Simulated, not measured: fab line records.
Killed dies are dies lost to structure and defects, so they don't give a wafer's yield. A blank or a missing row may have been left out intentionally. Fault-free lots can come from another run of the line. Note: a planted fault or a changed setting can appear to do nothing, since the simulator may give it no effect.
Comparing a struck lot with a sound one | flow sky130 | 21 steps out of a route of 708
Sound: these wafers, L274.1, L274.2, L274.3. The struck wafers were L282.1, L282.4, L282.5. At the end, the cause is stated.
At each step with rows: each side's tool, then ch and its chambers, then its first start. Under that, the readings that differ: sound wafers | struck wafers | difference of the means | sigmas: that difference in standard deviations of wafers without a fault.
alike: readings with means less than 2 such deviations apart, plus words and numbers identical on both sides. not compared: withheld readings, readings lacking a value on some wafer, bounds such as >300 that could conceal the same value, and numbers that have no deviation in the record and whose values overlap.
Wherever a step has rows on one side only, a row that says differs or no value, or a row with sigmas, the two part there. Numbers that don't overlap but have no deviation are shown without sigmas and don't part them. A reading that every wafer of one side lacks parts them only if that side has two wafers or more.

first, 4 steps without rows for these wafers: SKY_VT_ADJUST_HVTP_SOFTBAKE_03 (time 60 s); SKY_VT_ADJUST_HVTP_EXPOSE_04 (exposes mask HVTPM, target cd 380 nm); SKY_VT_ADJUST_HVTP_PEB_05; SKY_VT_ADJUST_HVTP_DEVELOP_06 (develop time 60 s).
SKY_VT_ADJUST_HVTP_CD_MEAS_07: target cd 380 nm.
  sound: cd_sem-02 at day 9 07:26; struck: cd_sem-02 at day 11 07:53
  alike: cd_nm
SKY_VT_ADJUST_HVTP_OVL_MEAS_08:
  sound: overlay-01 at day 9 07:34; struck: overlay-01 at day 11 08:01
  alike: VT_ADJUST_HVTP_OVL
then, 1 step without rows for these wafers: SKY_VT_ADJUST_HVTP_IMPLANT_09.
SKY_VT_ADJUST_HVTP_STRIP_10: strips in O2/N2.
  sound on plasma_asher-04 ch 0,1, day 9 07:44; struck on plasma_asher-04 ch 0,1, day 11 08:11
  alike: drypump_motor_current_A, oes_product_au, strip_time_to_endpoint_s
  not compared: rf_hours_counter_h
SKY_VT_ADJUST_HVTP_TW_MEAS_11:
  sound: film_metro-02 at day 9 07:50; struck: film_metro-04 at day 11 08:17
  alike: VT_ADJUST_HVTP_TW
then, 3 steps without rows for these wafers: SKY_VT_ADJUST_LVTN_DEHYDRATE_00 (time 60 s); SKY_VT_ADJUST_LVTN_HMDS_01 (prime time 60 s); SKY_VT_ADJUST_LVTN_COAT_02 (resist thk 3000 nm).
SKY_VT_ADJUST_LVTN_SOFTBAKE_03:
  sound on litho_track-02 ch 0, day 9 17:19; struck on litho_track-02 ch 0, day 11 19:31
  reading                  | sound                | struck               | difference | sigmas
  heater_power_total_W (W) | 65.39 65.39 65.13    | 58.94 58.88 59.06    | -6.34      | -42
  plate_temp_C (C)         | 110.03 110.02 110.10 | 101.86 102.10 102.10 | -8.03      | -62
then, 2 steps without rows for these wafers: SKY_VT_ADJUST_LVTN_EXPOSE_04 (exposes mask NWM COMPLEMENT LESS NATIVE, target cd 840 nm); SKY_VT_ADJUST_LVTN_PEB_05.
SKY_VT_ADJUST_LVTN_DEVELOP_06: develop time 60 s.
  sound on litho_track-02 ch 0; struck on litho_track-01 ch 0
  reading                                          | sound          | struck         | difference | sigmas
  model.coat_of_VT_ADJUST_LVTN_COAT_02.thk_nm (nm) | 2991 3002 2994 | 3060 3045 3045 | +54        |
SKY_VT_ADJUST_LVTN_OVL_MEAS_07:
  sound: overlay-01 at day 10 04:10; struck: overlay-02 at day 12 08:05
  reading                 | sound        | struck         | difference | sigmas
  VT_ADJUST_LVTN_OVL (nm) | -0.5 1.2 1.0 | -3.5 -4.4 -2.7 | -4.1       | -3
then, 1 step without rows for these wafers: SKY_VT_ADJUST_LVTN_IMPLANT_08.
SKY_VT_ADJUST_LVTN_STRIP_09: strips in O2/N2.
  sound on plasma_asher-03 ch 0,1, day 10 04:21; struck on plasma_asher-04 ch 0,1, day 12 08:16
  reading                      | sound             | struck            | difference | sigmas
  strip_time_to_endpoint_s (s) | 36.87 36.97 36.87 | 37.63 37.49 37.50 | +0.64      | +6
  alike: drypump_motor_current_A, oes_product_au
  not compared: rf_hours_counter_h
SKY_VT_ADJUST_LVTN_TW_MEAS_10:
  sound: film_metro-02 at day 10 04:27; struck: film_metro-03 at day 12 08:22
  alike: VT_ADJUST_LVTN_TW
-- the record jumps here: 38 days lie between the struck wafers' starts before and after (it left off in module VT_ADJUST_LVTN and takes up again in module PAD_OPEN, whose first step shown is number 708 of the route) --
SKY_PAD_OPEN_PROBE_99:
  record: rows for the struck wafers here (prober-02, day 50 17:14), none for the sound ones

WHERE THEY PART
Last at SKY_PAD_OPEN_PROBE_99 as far as this record goes, first at SKY_VT_ADJUST_LVTN_SOFTBAKE_03.

WHY: the cause the simulator had injected
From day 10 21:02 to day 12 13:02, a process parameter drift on litho_track-02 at SKY_VT_ADJUST_LVTN_SOFTBAKE_03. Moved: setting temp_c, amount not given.
